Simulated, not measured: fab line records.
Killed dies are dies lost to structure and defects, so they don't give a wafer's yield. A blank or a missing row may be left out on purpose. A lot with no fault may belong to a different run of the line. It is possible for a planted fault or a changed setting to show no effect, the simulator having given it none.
Which tool did it? || flow sky130 || 45 wafers from 15 lots sampled at 4 of the route's 708 steps

== WHAT THE GAUGES READ, wafer by wafer ==
SKY_SONOS_TUNNEL_TW_MEAS_12. Usual: SONOS_TUNNEL_TW gives 198.4 (standard deviation 1.7).
{"lot": "L831", "measured": "day 12 09:24", "on": "film-metro-01", "SONOS_TUNNEL_TW": "201.5 200.1 201.0", "flag": ""}
{"lot": "L834", "measured": "day 12 11:49", "on": "film-metro-03", "SONOS_TUNNEL_TW": "199.4 197.7 198.5", "flag": ""}
{"lot": "L835", "measured": "day 13 00:29", "on": "film-metro-03", "SONOS_TUNNEL_TW": "199.5 199.7 199.1", "flag": ""}
{"lot": "L837", "measured": "day 13 14:20", "on": "film-metro-03", "SONOS_TUNNEL_TW": "199.2 199.0 199.5", "flag": ""}
{"lot": "L838", "measured": "day 13 18:17", "on": "film-metro-03", "SONOS_TUNNEL_TW": "201.1 200.7 200.0", "flag": ""}
{"lot": "L839", "measured": "day 14 00:06", "on": "film-metro-03", "SONOS_TUNNEL_TW": "199.5 200.2 199.4", "flag": ""}
{"lot": "L841", "measured": "day 14 12:59", "on": "film-metro-01", "SONOS_TUNNEL_TW": "198.2 197.9 199.5", "flag": ""}
{"lot": "L840", "measured": "day 14 13:02", "on": "film-metro-03", "SONOS_TUNNEL_TW": "198.9 198.0 198.6", "flag": ""}
{"lot": "L842", "measured": "day 14 20:11", "on": "film-metro-03", "SONOS_TUNNEL_TW": "198.6 199.5 198.5", "flag": ""}
{"lot": "L843", "measured": "day 15 04:40", "on": "film-metro-02", "SONOS_TUNNEL_TW": "196.7 196.2 196.9", "flag": ""}
{"lot": "L844", "measured": "day 15 14:43", "on": "film-metro-02", "SONOS_TUNNEL_TW": "196.0 196.3 197.4", "flag": ""}
{"lot": "L851", "measured": "day 18 00:13", "on": "film-metro-02", "SONOS_TUNNEL_TW": "194.7 195.7 195.2", "flag": ""}
{"lot": "L852", "measured": "day 18 08:26", "on": "film-metro-02", "SONOS_TUNNEL_TW": "195.1 195.5 195.9", "flag": ""}
{"lot": "L853", "measured": "day 18 17:32", "on": "film-metro-03", "SONOS_TUNNEL_TW": "198.2 199.7 198.2", "flag": ""}
{"lot": "L854", "measured": "day 19 02:56", "on": "film-metro-02", "SONOS_TUNNEL_TW": "196.0 195.8 197.0", "flag": ""}

SKY_LDD_N_TW_MEAS_17. Usual: LDD_N_TW gives 2578 (standard deviation 15).
{"lot": "L831", "measured": "day 18 21:40", "on": "film-metro-02", "LDD_N_TW": "2568 2574 2567", "flag": ""}
{"lot": "L834", "measured": "day 18 23:02", "on": "film-metro-01", "LDD_N_TW": "2611 2613 2607", "flag": ""}
{"lot": "L835", "measured": "day 21 02:34", "on": "film-metro-01", "LDD_N_TW": "2578 2575 2590", "flag": ""}
{"lot": "L837", "measured": "day 21 02:44", "on": "film-metro-04", "LDD_N_TW": "2579 2580 2570", "flag": ""}
{"lot": "L838", "measured": "day 21 07:01", "on": "film-metro-02", "LDD_N_TW": "2555 2573 2562", "flag": ""}
{"lot": "L839", "measured": "day 21 07:32", "on": "film-metro-04", "LDD_N_TW": "2575 2591 2578", "flag": ""}
{"lot": "L841", "measured": "day 21 17:01", "on": "film-metro-01", "LDD_N_TW": "2588 2589 2581", "flag": ""}
{"lot": "L840", "measured": "day 21 18:39", "on": "film-metro-04", "LDD_N_TW": "2584 2573 2592", "flag": ""}
{"lot": "L842", "measured": "day 21 23:04", "on": "film-metro-02", "LDD_N_TW": "2560 2562 2558", "flag": ""}
{"lot": "L843", "measured": "day 22 02:04", "on": "film-metro-01", "LDD_N_TW": "2604 2601 2599", "flag": ""}
{"lot": "L844", "measured": "day 22 09:46", "on": "film-metro-02", "LDD_N_TW": "2570 2564 2580", "flag": ""}
{"lot": "L851", "measured": "day 25 04:28", "on": "film-metro-02", "LDD_N_TW": "2566 2578 2574", "flag": ""}
{"lot": "L852", "measured": "day 25 15:18", "on": "film-metro-01", "LDD_N_TW": "2597 2590 2603", "flag": ""}
{"lot": "L853", "measured": "day 25 22:15", "on": "film-metro-02", "LDD_N_TW": "2572 2570 2566", "flag": ""}
{"lot": "L854", "measured": "day 26 03:48", "on": "film-metro-01", "LDD_N_TW": "2588 2588 2590", "flag": ""}

SKY_SPACER_THK_MEAS_01. Usual: SPACER_CVD_00_THK gives 43.4 nm (standard deviation 0.36).
{"lot": "L831", "measured": "day 24 02:44", "on": "film-metro-04", "SPACER_CVD_00_THK (nm)": "43.1 43.3 43.2", "flag": ""}
{"lot": "L834", "measured": "day 24 04:01", "on": "film-metro-04", "SPACER_CVD_00_THK (nm)": "42.6 42.8 43.1", "flag": ""}
{"lot": "L835", "measured": "day 26 09:03", "on": "film-metro-01", "SPACER_CVD_00_THK (nm)": "42.9 43.1 43.3", "flag": ""}
{"lot": "L837", "measured": "day 26 09:06", "on": "film-metro-01", "SPACER_CVD_00_THK (nm)": "43.5 43.3 43.9", "flag": ""}
{"lot": "L838", "measured": "day 26 10:15", "on": "film-metro-03", "SPACER_CVD_00_THK (nm)": "44.1 43.6 44.0", "flag": ""}
{"lot": "L839", "measured": "day 26 10:15", "on": "film-metro-01", "SPACER_CVD_00_THK (nm)": "43.1 43.4 43.1", "flag": ""}
{"lot": "L841", "measured": "day 26 19:25", "on": "film-metro-03", "SPACER_CVD_00_THK (nm)": "43.6 43.5 43.4", "flag": ""}
{"lot": "L840", "measured": "day 26 21:40", "on": "film-metro-03", "SPACER_CVD_00_THK (nm)": "43.3 43.5 43.2", "flag": ""}
{"lot": "L842", "measured": "day 26 23:37", "on": "film-metro-03", "SPACER_CVD_00_THK (nm)": "54.8 54.7 54.7", "flag": "OFF"}
{"lot": "L843", "measured": "day 27 00:52", "on": "film-metro-04", "SPACER_CVD_00_THK (nm)": "55.0 55.5 55.2", "flag": "OFF"}
{"lot": "L844", "measured": "day 27 12:19", "on": "film-metro-01", "SPACER_CVD_00_THK (nm)": "55.0 55.2 55.4", "flag": "OFF"}
{"lot": "L851", "measured": "day 30 01:46", "on": "film-metro-04", "SPACER_CVD_00_THK (nm)": "43.0 43.4 43.1", "flag": ""}
{"lot": "L852", "measured": "day 30 13:02", "on": "film-metro-03", "SPACER_CVD_00_THK (nm)": "43.4 43.4 43.2", "flag": ""}
{"lot": "L853", "measured": "day 30 19:49", "on": "film-metro-01", "SPACER_CVD_00_THK (nm)": "43.3 43.0 43.4", "flag": ""}
{"lot": "L854", "measured": "day 31 00:41", "on": "film-metro-01", "SPACER_CVD_00_THK (nm)": "42.9 43.2 43.1", "flag": ""}

== WHAT TOOL EACH LOT RAN ON (gives the tool, then ch and the chambers of the sampled wafers, and finally the start) ==
{"lot": "L831", "SKY_SPACER_CVD_00": "lpcvd-02 ch 0, day 24 01:31"}
{"lot": "L834", "SKY_SPACER_CVD_00": "lpcvd-02 ch 0, day 24 02:43"}
{"lot": "L835", "SKY_SPACER_CVD_00": "lpcvd-02 ch 0, day 26 07:14"}
{"lot": "L837", "SKY_SPACER_CVD_00": "lpcvd-02 ch 0, day 26 07:14"}
{"lot": "L838", "SKY_SPACER_CVD_00": "lpcvd-02 ch 0, day 26 09:02"}
{"lot": "L839", "SKY_SPACER_CVD_00": "lpcvd-02 ch 1, day 26 09:02"}
{"lot": "L841", "SKY_SPACER_CVD_00": "lpcvd-02 ch 1, day 26 18:12"}
{"lot": "L840", "SKY_SPACER_CVD_00": "lpcvd-02 ch 0, day 26 20:27"}
{"lot": "L842", "SKY_SPACER_CVD_00": "lpcvd-02 ch 1, day 26 22:25"}
{"lot": "L843", "SKY_SPACER_CVD_00": "lpcvd-02 ch 1, day 26 23:39"}
{"lot": "L844", "SKY_SPACER_CVD_00": "lpcvd-02 ch 1, day 27 10:30"}
{"lot": "L851", "SKY_SPACER_CVD_00": "lpcvd-02 ch 0, day 30 00:32"}
{"lot": "L852", "SKY_SPACER_CVD_00": "lpcvd-02 ch 1, day 30 11:50"}
{"lot": "L853", "SKY_SPACER_CVD_00": "lpcvd-02 ch 0, day 30 18:37"}
{"lot": "L854", "SKY_SPACER_CVD_00": "lpcvd-02 ch 0, day 30 23:28"}
- SKY_SPACER_CVD_00: deposits Si3N4 from DCS/NH3, target thk 43.1 nm, time 740 s.

== AS READ BY THE TOOLS THEMSELVES (means over the sampled wafers that have a number; for cases with no such wafer, the mark the record gives instead) ==
SKY_SPACER_CVD_00. Usual: spike-tc-bottom-C is 789.9 C with standard deviation 2, spike-tc-centre-C is 770.8 C with standard deviation 1.5, spike-tc-lower-C is 770.5 C with standard deviation 1, spike-tc-top-C is 778.9 C with standard deviation 2.4, spike-tc-upper-C is 770.7 C with standard deviation 0.97, susceptor-temp-C is 770.1 C with standard deviation 0.34, and zone-power-bottom-pct is 17.3 % with standard deviation 1.2.
{"lot": "L831", "tool": "lpcvd-02", "spike-tc-bottom-C (C)": 787.7, "spike-tc-centre-C (C)": 772.6, "spike-tc-lower-C (C)": 770.6, "spike-tc-top-C (C)": 780.1, "spike-tc-upper-C (C)": 771.0, "susceptor-temp-C (C)": 770.1, "zone-power-bottom-pct (%)": 16.2, "flag": ""}
{"lot": "L834", "tool": "lpcvd-02", "spike-tc-bottom-C (C)": 788.3, "spike-tc-centre-C (C)": 771.3, "spike-tc-lower-C (C)": 770.1, "spike-tc-top-C (C)": 782.7, "spike-tc-upper-C (C)": 770.3, "susceptor-temp-C (C)": 769.9, "zone-power-bottom-pct (%)": 16.5, "flag": ""}
{"lot": "L835", "tool": "lpcvd-02", "spike-tc-bottom-C (C)": 788.1, "spike-tc-centre-C (C)": 771.1, "spike-tc-lower-C (C)": 770.6, "spike-tc-top-C (C)": 781.5, "spike-tc-upper-C (C)": 770.7, "susceptor-temp-C (C)": 770.1, "zone-power-bottom-pct (%)": 16.3, "flag": ""}
{"lot": "L837", "tool": "lpcvd-02", "spike-tc-bottom-C (C)": 788.7, "spike-tc-centre-C (C)": 771.2, "spike-tc-lower-C (C)": 770.3, "spike-tc-top-C (C)": 780.7, "spike-tc-upper-C (C)": 770.6, "susceptor-temp-C (C)": 769.9, "zone-power-bottom-pct (%)": 16.2, "flag": ""}
{"lot": "L838", "tool": "lpcvd-02", "spike-tc-bottom-C (C)": 788.5, "spike-tc-centre-C (C)": 772.0, "spike-tc-lower-C (C)": 770.2, "spike-tc-top-C (C)": 781.2, "spike-tc-upper-C (C)": 770.5, "susceptor-temp-C (C)": 770.1, "zone-power-bottom-pct (%)": 16.4, "flag": ""}
{"lot": "L839", "tool": "lpcvd-02", "spike-tc-bottom-C (C)": 792.1, "spike-tc-centre-C (C)": 769.6, "spike-tc-lower-C (C)": 770.0, "spike-tc-top-C (C)": 776.7, "spike-tc-upper-C (C)": 770.8, "susceptor-temp-C (C)": 770.1, "zone-power-bottom-pct (%)": 18.8, "flag": ""}
{"lot": "L841", "tool": "lpcvd-02", "spike-tc-bottom-C (C)": 792.0, "spike-tc-centre-C (C)": 770.5, "spike-tc-lower-C (C)": 771.2, "spike-tc-top-C (C)": 776.0, "spike-tc-upper-C (C)": 770.7, "susceptor-temp-C (C)": 770.8, "zone-power-bottom-pct (%)": 18.4, "flag": ""}
{"lot": "L840", "tool": "lpcvd-02", "spike-tc-bottom-C (C)": 789.1, "spike-tc-centre-C (C)": 771.2, "spike-tc-lower-C (C)": 770.1, "spike-tc-top-C (C)": 780.7, "spike-tc-upper-C (C)": 770.7, "susceptor-temp-C (C)": 770.2, "zone-power-bottom-pct (%)": 16.3, "flag": ""}
{"lot": "L842", "tool": "lpcvd-02", "spike-tc-bottom-C (C)": 804.9, "spike-tc-centre-C (C)": 781.4, "spike-tc-lower-C (C)": 783.8, "spike-tc-top-C (C)": 788.9, "spike-tc-upper-C (C)": 783.1, "susceptor-temp-C (C)": 782.2, "zone-power-bottom-pct (%)": 19.0, "flag": "OFF"}
{"lot": "L843", "tool": "lpcvd-02", "spike-tc-bottom-C (C)": 804.5, "spike-tc-centre-C (C)": 782.2, "spike-tc-lower-C (C)": 784.1, "spike-tc-top-C (C)": 789.8, "spike-tc-upper-C (C)": 783.8, "susceptor-temp-C (C)": 782.8, "zone-power-bottom-pct (%)": 19.3, "flag": "OFF"}
{"lot": "L844", "tool": "lpcvd-02", "spike-tc-bottom-C (C)": 803.9, "spike-tc-centre-C (C)": 781.7, "spike-tc-lower-C (C)": 783.4, "spike-tc-top-C (C)": 788.3, "spike-tc-upper-C (C)": 783.7, "susceptor-temp-C (C)": 782.2, "zone-power-bottom-pct (%)": 19.3, "flag": "OFF"}
{"lot": "L851", "tool": "lpcvd-02", "spike-tc-bottom-C (C)": 788.6, "spike-tc-centre-C (C)": 772.8, "spike-tc-lower-C (C)": 770.1, "spike-tc-top-C (C)": 780.9, "spike-tc-upper-C (C)": 771.2, "susceptor-temp-C (C)": 770.1, "zone-power-bottom-pct (%)": 16.4, "flag": ""}
{"lot": "L852", "tool": "lpcvd-02", "spike-tc-bottom-C (C)": 792.1, "spike-tc-centre-C (C)": 768.9, "spike-tc-lower-C (C)": 770.3, "spike-tc-top-C (C)": 776.5, "spike-tc-upper-C (C)": 770.6, "susceptor-temp-C (C)": 770.6, "zone-power-bottom-pct (%)": 18.8, "flag": ""}
{"lot": "L853", "tool": "lpcvd-02", "spike-tc-bottom-C (C)": 788.3, "spike-tc-centre-C (C)": 772.4, "spike-tc-lower-C (C)": 770.8, "spike-tc-top-C (C)": 781.4, "spike-tc-upper-C (C)": 770.3, "susceptor-temp-C (C)": 770.1, "zone-power-bottom-pct (%)": 16.4, "flag": ""}
{"lot": "L854", "tool": "lpcvd-02", "spike-tc-bottom-C (C)": 788.3, "spike-tc-centre-C (C)": 772.0, "spike-tc-lower-C (C)": 771.0, "spike-tc-top-C (C)": 782.1, "spike-tc-upper-C (C)": 771.2, "susceptor-temp-C (C)": 770.5, "zone-power-bottom-pct (%)": 16.2, "flag": ""}

== THE ANSWER, worked out from the rows above alone ==
Rule: take the mean of a lot's wafers that have a number; if it is more than 3 standard deviations from the usual mean, the lot is off. A lot without any number at a reading at which 4 lots or more have one is off too. All remaining lots with rows at the step are treated as sound. Order of review: gauges by route order, followed by the tools' own readings, for which a lot's mean as printed above is used. The first step at which some lot is off is used, and at that step the reading that is off furthest; a lot without a number counts as furthest.
Off: L842, L843, L844, at SKY_SPACER_THK_MEAS_01 (SPACER_CVD_00_THK).
If a tool, at a process step before that reading, ran all the lots that are off and no sound lot after the first of them, it fits. The gauges at SKY_SPACER_THK_MEAS_01 aren't tried: what is off there is off at SKY_SPACER_CVD_00 too, on other tools, and a gauge's error can't cause that. Of those tried, none fits.

== WHAT WAS PUT IN BY THE SIMULATOR ==
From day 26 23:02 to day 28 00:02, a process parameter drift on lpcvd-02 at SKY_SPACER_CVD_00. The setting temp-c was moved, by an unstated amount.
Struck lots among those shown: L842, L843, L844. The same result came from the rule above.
